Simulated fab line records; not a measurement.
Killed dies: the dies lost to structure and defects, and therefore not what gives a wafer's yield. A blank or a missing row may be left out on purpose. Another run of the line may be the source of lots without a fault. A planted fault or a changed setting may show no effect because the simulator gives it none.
Comparing a struck lot with a sound one    flow sky130    20 out of 708 route steps
Sound: wafers L448.3, L448.5, L448.6. Struck: wafer L446.4 (left out: L446.3, L446.6 of the same lot, which were not struck); the cause appears at the end.
Each step with rows lists, per side, the tool, then ch with its chambers, then its first start. Under that, the readings that differ: sound wafers    struck wafers    difference of the means    sigmas: that difference in standard deviations of wafers without a fault.
alike: same words and numbers on both sides, and readings whose means sit less than 2 such deviations apart. not compared: any withheld reading, any reading some wafer has no value for, any bound like >300 that may hide the same value, and any number with overlapping values for which the record gives no deviation.
Wherever a step has rows on one side only, a row that says differs or no value, or a row with sigmas, the two part there. Numbers that don't overlap but have no deviation are shown without sigmas and don't part them. A reading missing from all wafers of one side parts the sides only when that side holds two or more wafers.

first, 4 steps without rows for these wafers: SKY_METAL3_STRIP_20 (strips in post etch residue remover, time 1200 s); SKY_METAL3_CLEAN_21 (cleans in IPA, time 180 s); SKY_METAL3_CLEAN_22 (cleans in O3/DIW); SKY_VIA3_HDPCVD_00 (deposits SiO2, target thk 1635 nm, time 272.5 s).
SKY_VIA3_THK_MEAS_01:
  struck on filmMetro-02, day 41 20:47; sound on filmMetro-03, day 42 08:40
  alike: VIA3_HDPCVD_THK
SKY_VIA3_CMP_02: polishes SiO2.
  sound on cmp-02 ch 0,1,3, day 42 08:48; struck on cmp-02 ch 3, day 41 20:56
  alike: motorCurrentA
SKY_VIA3_BOW_MEAS_03:
  struck on filmMetro-03, day 41 21:10; sound on filmMetro-04, day 42 09:02
  alike: VIA3_BOW
then, 5 steps without rows for these wafers: SKY_VIA3_DEHYDRATE_04 (time 60 s); SKY_VIA3_HMDS_05 (prime time 60 s); SKY_VIA3_COAT_06 (resist thk 60 nm); SKY_VIA3_COAT_07 (resist thk 450 nm); SKY_VIA3_SOFTBAKE_08 (time 88.45 s).
SKY_VIA3_EXPOSE_09: exposes mask VIM3, target cd 200 nm.
  sound on krfScanner-02 ch 0, day 42 19:58; struck on krfScanner-01 ch 0, day 42 09:21
  alike: mask, stageVelMmS
then, 2 steps without rows for these wafers: SKY_VIA3_PEB_10; SKY_VIA3_DEVELOP_11 (develop time 60 s).
SKY_VIA3_CD_MEAS_12 targets a cd of 200 nm.
  struck on cdSem-01, day 42 20:25; sound on cdSem-02, day 43 07:04
reading    sound              struck  difference  sigmas
cdNm (nm)  202.4 202.5 202.4  162.9   -39.5       -28
  not compared: hold
SKY_VIA3_OVL_MEAS_13:
  struck on overlay-01, day 42 22:04; sound on overlay-01, day 43 07:09
reading  sound  struck                   difference                    sigmas
hold     - - -  awaitDispo/1.6h/release  no value on the sound wafers  
  alike: VIA3_OVL
SKY_VIA3_ETCH_14: etches BARC in N2/H2, stops on SiO2, time 45.9 s, target depth 60 nm.
  sound on rieDiel-02 ch 0,1, day 43 07:11; struck on rieDiel-01 ch 2, day 42 22:06
reading                   sound              struck  difference  sigmas
drypumpMotorCurrentA (A)  4.9 4.9 6.0        6.4     +1.1        +2
rfFwdPowerW (W)           489.1 490.7 496.7  498.0   +5.8        +2
model.VIA3.cdNm (nm)      201.8 202.3 202.7  162.7   -39.6       
  alike: chamberPressureMTorr, oesProductAu, throttleValvePct
  not compared: rfHoursCounterH
SKY_VIA3_ETCH_15: etches SiO2 in C4F8/O2/Ar, stops on TiN, target depth 507 nm, time 78 s.
  sound on rieDiel-02 ch 0,1, day 43 07:13; struck on rieDiel-01 ch 2, day 42 22:08
reading               sound              struck  difference  sigmas
model.VIA3.cdNm (nm)  199.1 200.4 205.3  164.3   -37.3       
  alike: chamberPressureMTorr, oesProductAu, rfFwdPowerW
  not compared: rfHoursCounterH
SKY_VIA3_STRIP_16: strips in O2/N2.
  sound on plasmaAsher-01 ch 0,1, day 43 07:19; struck on plasmaAsher-01 ch 0, day 42 22:14
  alike: chamberPressureMTorr, drypumpMotorCurrentA, oesProductAu, stripTimeToEndpointS
  not compared: rfHoursCounterH

== WHERE THEY PART ==
First at SKY_VIA3_CD_MEAS_12; last, within this record, at SKY_VIA3_ETCH_14. Later steps at which nothing parts them and some readings are alike: SKY_VIA3_ETCH_15, SKY_VIA3_STRIP_16.

WHY: what the simulator had put in
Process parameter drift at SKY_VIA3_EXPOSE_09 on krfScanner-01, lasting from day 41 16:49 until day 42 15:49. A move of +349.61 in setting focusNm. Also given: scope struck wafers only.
